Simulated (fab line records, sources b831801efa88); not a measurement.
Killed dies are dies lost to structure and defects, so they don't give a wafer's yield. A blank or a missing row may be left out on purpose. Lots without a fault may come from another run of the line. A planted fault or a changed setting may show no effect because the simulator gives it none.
A struck lot beside a sound one | flow gf180mcu | 37 steps out of a route of 602
Sound: wafers L217.2, L217.3, L217.6. Struck: wafer L220.3. (L220.1 of the same lot was not struck and is left out.) The cause comes at the end.
At each step with rows: each side's tool, then ch and its chambers, then its first start. Under that, the readings that differ: sound wafers | struck wafers | difference of the means | sigmas: that difference in standard deviations of wafers without a fault.
alike: readings whose means differ by less than 2 such deviations, and words and numbers that are the same on both sides. not compared: withheld readings, readings that some wafer has no value for, bounds like >300 that may hide the same value, and numbers for which the record gives no deviation and whose values overlap.
The two part at a step that has a row with sigmas, a row that says differs or no value, or rows on one side only. Numbers that don't overlap but have no deviation are shown without sigmas and don't part them. A reading that every wafer of one side lacks parts them only if that side has two wafers or more.

first, 2 steps without rows for these wafers: GF_M3_PEB_12 (peb time 90 s); GF_M3_DEVELOP_13 (develop time 60 s).
GF_M3_CD_MEAS_14: target cd 280 nm.
  sound on cd_sem-01, day 22 17:18; struck on cd_sem-02, day 23 18:23
  alike: cd_nm
GF_M3_OVL_MEAS_15:
  sound on overlay-02, day 22 17:25; struck on overlay-02, day 23 18:31
  reading     | sound       | struck | difference | sigmas
  M3_OVL (nm) | -13 -19 -15 | -2     | +14        | +2
GF_M3_METAL_ETCH_16: etches the open film in Cl2/BCl3, stops on SiO2, target depth 750.8 nm, time 125.1 s.
  sound on rie_metal-01 ch 0,1, day 22 17:26; struck on rie_metal-01 ch 0, day 23 18:33
  alike: drypump_motor_current_A, mfc_cl2_sccm, oes_product_au, throttle_valve_pct
  not compared: rf_hours_counter_h
GF_M3_STRIP_17: strips in O2/N2.
  sound on plasma_asher-01 ch 0,1, day 22 17:34; struck on plasma_asher-01 ch 1, day 23 18:40
  alike: drypump_motor_current_A, heater_power_w, oes_product_au, strip_time_to_endpoint_s
  not compared: rf_hours_counter_h
then, 3 steps without rows for these wafers: GF_M3_STRIP_18 (strips in post etch residue remover, time 1200 s); GF_M3_CLEAN_19 (cleans in DIW); GF_V3_CVD_00 (deposits SiO2, target thk 600 nm, time 100 s).
GF_V3_THK_MEAS_01:
  sound on film_metro-02, day 22 18:11; struck on film_metro-01, day 23 19:19
  alike: V3_CVD_00_THK
GF_V3_CVD_02: deposits SiO2 from TEOS, target thk 850 nm, time 94.851 s.
  sound on pecvd-01 ch 0,1,2, day 22 18:14; struck on pecvd-01 ch 2, day 23 19:22
  alike: heater_power_w
GF_V3_THK_MEAS_03:
  sound on film_metro-01, day 22 18:19; struck on film_metro-04, day 23 19:26
  alike: V3_CVD_02_THK
GF_V3_CMP_04: polishes SiO2.
  sound on cmp-02 ch 1,2,3, day 22 18:28; struck on cmp-02 ch 1, day 23 19:30
  reading                             | sound             | struck | difference | sigmas
  time_to_endpoint_s (s)              | 85 78 84          | 59     | -23        | -4
  model.SiO2_of_V3_CVD_02.thk_nm (nm) | 633.2 634.2 632.2 | 694.5  | +61.3      |
  alike: motor_current_A
GF_V3_BOW_MEAS_05:
  sound on film_metro-02, day 22 18:41; struck on film_metro-02, day 23 19:48
  alike: V3_BOW
then, 8 steps without rows for these wafers: GF_V3_DEHYDRATE_06 (time 60 s); GF_V3_HMDS_07 (prime time 60 s); GF_V3_COAT_08; GF_V3_COAT_09 (resist thk 1000 nm); GF_V3_SOFTBAKE_10 (time 60 s); GF_V3_EXPOSE_11 (exposes mask Via3, target cd 260 nm); GF_V3_PEB_12 (peb time 90 s); GF_V3_DEVELOP_13 (develop time 60 s).
GF_V3_CD_MEAS_14: target cd 260 nm.
  sound on cd_sem-02, day 23 17:18; struck on cd_sem-01, day 24 17:43
  alike: cd_nm
GF_V3_OVL_MEAS_15:
  sound on overlay-02, day 23 17:25; struck on overlay-01, day 24 17:50
  alike: V3_OVL
then, 1 step without rows for these wafers: GF_V3_ETCH_16 (etches BARC in N2/H2).
GF_V3_ETCH_17: etches SiO2 in C4F8/O2/Ar, stops on TiN, target depth 635 nm.
  sound on rie_diel-03 ch 1,3; struck on rie_diel-02 ch 2
  reading                        | sound             | struck | difference | sigmas
  oes_product_au (a.u.)          | 0.850 0.850 0.859 | 0.912  | +0.059     | +13
  model.V3.feature_depth_nm (nm) | 633.2 634.2 632.2 | 694.5  | +61.3      |
  model.etch.depth_nm (nm)       | 633.2 634.2 632.2 | 694.5  | +61.3      |
GF_V3_STRIP_18: strips in O2/N2.
  sound on plasma_asher-04 ch 0,1, day 23 17:34; struck on plasma_asher-03 ch 1, day 24 18:00
  alike: drypump_motor_current_A, heater_power_w, oes_product_au
  not compared: rf_hours_counter_h
then, 2 steps without rows for these wafers: GF_V3_STRIP_19 (strips in post etch residue remover, time 1200 s); GF_V3_CLEAN_20 (cleans in DIW).
GF_V3_SPUTTER_21: material Ti, target thk 15 nm, time 80.02 s.
  sound on pvd_sputter-04, day 23 18:08; struck on pvd_sputter-01, day 24 18:35
  alike: throttle_valve_pct
then, 2 steps without rows for these wafers: GF_V3_SPUTTER_22 (material TiN, target thk 10 nm, time 40 s); GF_V3_CVD_23 (deposits W, target thk 350 nm, time 104.9 s).
GF_V3_RS_MEAS_24: measures by four-point-probe.
  sound on film_metro-04, day 23 18:22; struck on film_metro-01, day 24 18:47
  reading          | sound             | struck | difference | sigmas
  V3_W_RS (ohm/sq) | 0.324 0.324 0.320 | 0.331  | +0.008     | +2
GF_V3_THK_MEAS_25: measures by xrf.
  sound on film_metro-04, day 23 18:29; struck on film_metro-01, day 24 18:55
  reading       | sound       | struck | difference | sigmas
  V3_W_THK (nm) | 352 355 361 | 347    | -9         | -2
GF_V3_CMP_26: polishes, stops on SiO2, t overpolish 15 s, target thk 0 nm.
  sound on cmp-01 ch 0,1,3, day 23 18:32; struck on cmp-02 ch 3, day 24 18:58
  reading                             | sound             | struck | difference | sigmas
  model.SiO2_of_V3_CVD_02.thk_nm (nm) | 629.4 630.5 628.4 | 690.7  | +61.3      |
  alike: motor_current_A
then, 1 step without rows for these wafers: GF_M4_SPUTTER_00 (material Ti, target thk 37.5 nm, time 150 s).
GF_PASSIVATION_PROBE_99:
  the record has rows for the sound wafers here (prober-01, day 30 02:49) and none for the struck ones

WHERE THEY PART
First at GF_M3_OVL_MEAS_15; last, within this record, at GF_PASSIVATION_PROBE_99.

WHY: what the simulator had put in
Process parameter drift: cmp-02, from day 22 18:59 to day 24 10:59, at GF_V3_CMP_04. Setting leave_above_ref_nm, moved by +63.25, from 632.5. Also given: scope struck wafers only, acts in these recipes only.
